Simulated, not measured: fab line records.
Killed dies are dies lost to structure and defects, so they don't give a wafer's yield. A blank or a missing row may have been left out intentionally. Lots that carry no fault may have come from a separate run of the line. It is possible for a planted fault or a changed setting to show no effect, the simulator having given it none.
Comparing a struck lot with a sound one -- flow sfq_line -- 41 steps out of a route of 325
Sound: wafers L971.4, L971.5, L971.6. Struck: wafers L984.4, L984.6 (left out: L984.1, a lot-mate that was not struck); the cause follows at the end.
Per side, at each step with rows, come the tool, then ch with its chambers, and then its first start. Under that, the readings that differ: sound wafers -- struck wafers -- difference of the means -- sigmas: that difference in standard deviations of wafers without a fault.
alike: readings whose means differ by less than 2 such deviations, and words and numbers that are the same on both sides. not compared: withheld readings, readings that some wafer has no value for, bounds like >300 that may hide the same value, and numbers for which the record gives no deviation and whose values overlap.
A row with sigmas, a row that says differs or no value, or rows on one side alone: a step with any of these is where the two part. Non-overlapping numbers with no deviation appear without sigmas and do not part them. A reading that every wafer of one side lacks parts them only if that side has two wafers or more.

first, 6 steps without rows for these wafers: SFQ_TRILAYER_I6_VIA_LITHO_COAT_174 (resist thk 61.66 nm); SFQ_TRILAYER_I6_VIA_LITHO_COAT_169 (resist thk 650 nm); SFQ_TRILAYER_I6_VIA_LITHO_SOFTBAKE_173; SFQ_TRILAYER_I6_VIA_LITHO_EXPOSE_170 (exposes mask I6, target cd 700 nm); SFQ_TRILAYER_I6_VIA_LITHO_PEB_172 (peb time 60 s); SFQ_TRILAYER_I6_VIA_LITHO_DEVELOP_171 (time 60 s).
SFQ_I6_OVL_MEAS_942:
  struck on overlay-02, day 83 09:27; sound on overlay-01, day 76 15:43
  alike: I6_OVL
then, 2 steps without rows for these wafers: SFQ_TRILAYER_I6_VIA_BARC_OPEN_VIA_ETCH_235 (etches BARC in O2, target depth 125 nm, time 41.7 s); SFQ_TRILAYER_I6_VIA_ETCH_VIA_ETCH_172 (etches SiO2 in CHF3, stops on Nb, target depth 260 nm).
SFQ_TRILAYER_I6_VIA_STRIP_STRIP_173: strips in O2.
  sound on rie_metal-02 ch 0,1, day 76 16:05; struck on rie_metal-02 ch 1, day 83 09:38
  alike: drypump_motor_current_A, oes_product_au, platen_temp_c
  not compared: rf_hours_counter_h
then, 2 steps without rows for these wafers: SFQ_TRILAYER_I6_VIA_STRIP_SOLV_CLEAN_174 (cleans in NMP, time 600 s); SFQ_TRILAYER_M7_DEP_PRE_CLEAN_176 (time 22.5 s).
SFQ_TRILAYER_M7_DEP_SPUTTER_175: material Nb, target thk 200 nm, time 133.3 s.
  struck on pvd_sputter-06, day 83 10:26; sound on pvd_sputter-05, day 76 16:41
reading,sound,struck,difference,sigmas
model.Nb_of_TRILAYER_M7_DEP_SPUTTER_175.thk_nm (nm),196 198 197.2,264.6 266.9,+68.7,
  alike: throttle_valve_pct
SFQ_M7_RS_MEAS_943: measures by four-point-probe.
  struck on film_metro-03, day 83 10:49; sound on film_metro-03, day 76 16:50
reading,sound,struck,difference,sigmas
M7_NB_RS (ohm/sq),0.908 0.897 0.904,0.671 0.666,-0.234,-27
  not compared: hold
then, 5 steps without rows for these wafers: SFQ_TRILAYER_M7_LITHO_COAT_177 (resist thk 600 nm); SFQ_TRILAYER_M7_LITHO_SOFTBAKE_181; SFQ_TRILAYER_M7_LITHO_EXPOSE_178 (exposes mask M7, target cd 500 nm); SFQ_TRILAYER_M7_LITHO_PEB_180 (peb time 60 s); SFQ_TRILAYER_M7_LITHO_DEVELOP_179 (time 60 s).
SFQ_M7_OVL_MEAS_945:
  struck on overlay-02, day 84 01:41; sound on overlay-01, day 76 19:13
  alike: M7_OVL
then, 1 step without rows for these wafers: SFQ_TRILAYER_M7_BARC_OPEN_METAL_ETCH_229 (etches BARC in O2, target depth 125 nm, time 41.7 s).
SFQ_TRILAYER_M7_ETCH_METAL_ETCH_180: etches Nb in Cl2/Ar, stops on SiO2, target depth 240 nm, time 120 s.
  sound on rie_metal-02 ch 0,1, day 76 19:20; struck on rie_metal-02 ch 0, day 84 01:52
reading,sound,struck,difference,sigmas
oes_product_au (a.u.),0.884 0.897 0.884,0.999 0.999,+0.111,+17
  alike: drypump_motor_current_A
  not compared: rf_hours_counter_h
then, 2 steps without rows for these wafers: SFQ_TRILAYER_M7_STRIP_STRIP_181 (strips in O2); SFQ_TRILAYER_M7_STRIP_SOLV_CLEAN_182 (cleans in NMP, time 600 s).
SFQ_TRILAYER_I7_DEP_PECVD_183: deposits SiO2 from SiH4/N2O, time 113.9 s, target thk 500 nm.
  sound on pecvd-01 ch 0,1,2, day 76 20:14; struck on pecvd-01 ch 1,2, day 84 02:46
  alike: heater_power_w, throttle_valve_pct
then, 1 step without rows for these wafers: SFQ_TRILAYER_I7_CMP_CMP_184 (polishes SiO2).
SFQ_I7_BOW_MEAS_946:
  struck on film_metro-03, day 84 05:50; sound on film_metro-02, day 76 23:20
  alike: I7_BOW
SFQ_TRILAYER_I7_METRO_MEASURE_185:
  struck on film_metro-03, day 84 05:58; sound on film_metro-02, day 77 00:00
  alike: thk_nm
then, 6 steps without rows for these wafers: SFQ_TRILAYER_I7_VIA_LITHO_COAT_192 (resist thk 62 nm); SFQ_TRILAYER_I7_VIA_LITHO_COAT_187 (resist thk 650 nm); SFQ_TRILAYER_I7_VIA_LITHO_SOFTBAKE_191; SFQ_TRILAYER_I7_VIA_LITHO_EXPOSE_188 (exposes mask I7, target cd 1000 nm); SFQ_TRILAYER_I7_VIA_LITHO_PEB_190 (peb time 60.96 s); SFQ_TRILAYER_I7_VIA_LITHO_DEVELOP_189 (time 60 s).
-- the record jumps here: 3 days lie between the struck wafers' starts before and after --
SFQ_I7_OVL_MEAS_947:
  struck on overlay-01, day 87 11:16; sound on overlay-02, day 77 04:49
  alike: I7_OVL
SFQ_TRILAYER_I7_VIA_BARC_OPEN_VIA_ETCH_260: etches BARC in O2, target depth 125 nm, time 41.7 s.
  sound on rie_diel-03 ch 1,2, day 77 04:50; struck on rie_diel-01 ch 1,2, day 87 11:17
  alike: drypump_motor_current_A, oes_product_au
  not compared: rf_hours_counter_h
then, 1 step without rows for these wafers: SFQ_TRILAYER_I7_VIA_ETCH_VIA_ETCH_190 (etches SiO2 in CHF3, stops on Nb, target depth 260 nm).
SFQ_TRILAYER_I7_VIA_STRIP_STRIP_191: strips in O2.
  sound on rie_metal-04 ch 0,1, day 77 05:11; struck on rie_metal-04 ch 0, day 87 11:27
  alike: drypump_motor_current_A, oes_product_au, platen_temp_c
  not compared: rf_hours_counter_h
then, 2 steps without rows for these wafers: SFQ_TRILAYER_I7_VIA_STRIP_SOLV_CLEAN_192 (cleans in NMP, time 600 s); SFQ_TRILAYER_M8_LITHO_LOR_COAT_197.
SFQ_M8_BOW_MEAS_951:
  struck on film_metro-04, day 87 16:09; sound on film_metro-04, day 80 17:50
reading,sound,struck,difference,sigmas
model.etest.m7.comb_log10_ohm,12 12 12,0 0,-12,
model.etest.m7.ohm_sq,0.9088 0.8997 0.9037,0.6733 0.6676,-0.2336,
  alike: M8_BOW

WHERE THEY PART
First at SFQ_M7_RS_MEAS_943; last, within this record, at SFQ_TRILAYER_M7_ETCH_METAL_ETCH_180. Later steps at which nothing parts them and some readings are alike: SFQ_TRILAYER_I7_DEP_PECVD_183, SFQ_I7_BOW_MEAS_946, SFQ_TRILAYER_I7_METRO_MEASURE_185, SFQ_I7_OVL_MEAS_947, SFQ_TRILAYER_I7_VIA_BARC_OPEN_VIA_ETCH_260, SFQ_TRILAYER_I7_VIA_STRIP_STRIP_191, SFQ_M8_BOW_MEAS_951.

WHY: the cause the simulator had injected
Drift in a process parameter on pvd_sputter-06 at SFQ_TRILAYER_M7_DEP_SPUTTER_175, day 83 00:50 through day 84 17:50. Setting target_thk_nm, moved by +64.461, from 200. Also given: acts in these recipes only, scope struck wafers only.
